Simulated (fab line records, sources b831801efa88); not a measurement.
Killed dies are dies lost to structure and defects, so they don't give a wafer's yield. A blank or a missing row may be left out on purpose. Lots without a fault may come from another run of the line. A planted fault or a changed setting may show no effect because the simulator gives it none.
Which tool did it? | flow sky130 | 12 lots, 36 wafers sampled, at 3 steps of a route of 708

WHAT THE GAUGES READ, wafer by wafer
SKY_METAL5_THK_MEAS_06: measures by xrf.
lot  | measured     | on            | METAL5_ALCU_THK (nm)
L772 | day 42 23:43 | film_metro-02 | 1117 1110 1099
L773 | day 42 23:32 | film_metro-01 | 1117 1130 1117
L775 | day 43 18:43 | film_metro-01 | 1105 1132 1105
L776 | day 44 04:16 | film_metro-01 | 1108 1117 1113
L777 | day 44 13:12 | film_metro-01 | 1115 1135 1120
L779 | day 47 04:05 | film_metro-04 | 1111 1095 1113
L780 | day 45 05:22 | film_metro-01 | 1135 1132 1136
L782 | day 45 22:38 | film_metro-04 | 1128 1132 1112
L784 | day 47 17:25 | film_metro-01 | 1119 1151 1136
L786 | day 47 18:29 | film_metro-01 | 1141 1129 1126
L789 | day 48 00:22 | film_metro-02 | 1131 1153 1123
L791 | day 48 04:41 | film_metro-01 | 1106 1143 1110

WHICH TOOL RAN EACH LOT (tool, then ch and the chambers of the sampled wafers, then the start)
lot  | SKY_METAL1_SPUTTER_03        | SKY_CAP2M_METAL_ETCH_13
L772 | pvd_sputter-02, day 31 15:04 | rie_metal-02 ch 0,1, day 40 20:28
L773 | pvd_sputter-01, day 31 18:17 | rie_metal-03 ch 0,1, day 40 20:46
L775 | pvd_sputter-04, day 32 16:29 | rie_metal-03 ch 0,1, day 41 17:31
L776 | pvd_sputter-04, day 33 01:29 | rie_metal-01 ch 0,1, day 42 02:49
L777 | pvd_sputter-02, day 33 13:04 | rie_metal-02 ch 0,1, day 42 11:59
L779 | pvd_sputter-04, day 34 00:05 | rie_metal-03 ch 1, day 42 19:08
L780 | pvd_sputter-01, day 34 10:26 | rie_metal-01 ch 0, day 43 04:38
L782 | pvd_sputter-02, day 35 10:04 | rie_metal-01 ch 0,1, day 43 23:59
L784 | pvd_sputter-04, day 37 12:41 | rie_metal-02 ch 1, day 45 21:01
L786 | pvd_sputter-01, day 37 17:12 | rie_metal-03 ch 0,1, day 45 22:20
L789 | pvd_sputter-04, day 37 23:45 | rie_metal-02 ch 0,1, day 46 03:47
L791 | pvd_sputter-02, day 38 06:44 | rie_metal-02 ch 0,1, day 46 10:22
- SKY_METAL1_SPUTTER_03: material Ti, target thk 5 nm, time 3.3 s.
- SKY_CAP2M_METAL_ETCH_13: etches TiN in Cl2/BCl3, stops on SiO2, target depth 220 nm, time 62.9 s.

WHAT THE TOOLS THEMSELVES READ (means of the sampled wafers that have a number; where no wafer has one, the mark that the record gives instead)
SKY_METAL1_SPUTTER_03.
lot  | tool           | chamber_pressure_pa (Pa) | throttle_valve_pct (%)
L772 | pvd_sputter-02 | 0.4002                   | 30.8
L773 | pvd_sputter-01 | 0.4005                   | 29.1
L775 | pvd_sputter-04 | 0.4003                   | 30.2
L776 | pvd_sputter-04 | 0.3997                   | 29.7
L777 | pvd_sputter-02 | 0.3998                   | 29.8
L779 | pvd_sputter-04 | 0.3989                   | 30.0
L780 | pvd_sputter-01 | 0.4004                   | 28.4
L782 | pvd_sputter-02 | 0.4007                   | 29.7
L784 | pvd_sputter-04 | 0.3999                   | 29.9
L786 | pvd_sputter-01 | 0.3998                   | 28.8
L789 | pvd_sputter-04 | 0.3999                   | 29.8
L791 | pvd_sputter-02 | 0.3990                   | 30.0

SKY_CAP2M_METAL_ETCH_13.
lot  | tool         | drypump_motor_current_A (A) | he_backside_leak_sccm (sccm) | oes_product_au (a.u.) | throttle_valve_pct (%)
L772 | rie_metal-02 | 5.79                        | 3.2                          | 0.945                 | 21.906
L773 | rie_metal-03 | 5.89                        | 3.2                          | 0.937                 | 21.902
L775 | rie_metal-03 | 6.02                        | 3.2                          | 0.927                 | 21.915
L776 | rie_metal-01 | 5.75                        | 3.5                          | 0.947                 | 21.896
L777 | rie_metal-02 | 5.66                        | 3.4                          | 0.950                 | 21.896
L779 | rie_metal-03 | 6.16                        | 3.2                          | 0.939                 | 21.898
L780 | rie_metal-01 | 5.50                        | 3.5                          | 0.939                 | 21.903
L782 | rie_metal-01 | 5.75                        | 3.3                          | 0.937                 | 21.915
L784 | rie_metal-02 | 5.56                        | 3.4                          | 0.941                 | 21.902
L786 | rie_metal-03 | 6.02                        | 3.3                          | 0.942                 | 21.903
L789 | rie_metal-02 | 5.78                        | 3.3                          | 0.943                 | 21.912
L791 | rie_metal-02 | 5.67                        | 3.4                          | 0.946                 | 21.891

THE ANSWER, worked out from the rows above alone
Rule: what is usual is taken from the lots themselves. Put in order of their means at a reading, lots are off if they are a third of the lots or fewer, leave a main group of 4 or more, and stand apart from it by a gap of 3 or more times the standard deviation of the main group's means; of several such gaps the widest counts. A main group whose means are all the same, to the digits that the tables above print for the reading, isn't used. A lot without any number at a reading at which 4 lots or more have one is off too. The other lots that the step has rows for count as sound. The gauges are gone through in route order, then the tools' own readings, and for those a lot's mean is taken as printed above. The first step at which some lot is off is used, and at that step the reading that is off furthest; a lot without a number counts as furthest.
No lot is off at any reading shown: from this, nothing can be told.

WHAT THE SIMULATOR HAD PUT IN
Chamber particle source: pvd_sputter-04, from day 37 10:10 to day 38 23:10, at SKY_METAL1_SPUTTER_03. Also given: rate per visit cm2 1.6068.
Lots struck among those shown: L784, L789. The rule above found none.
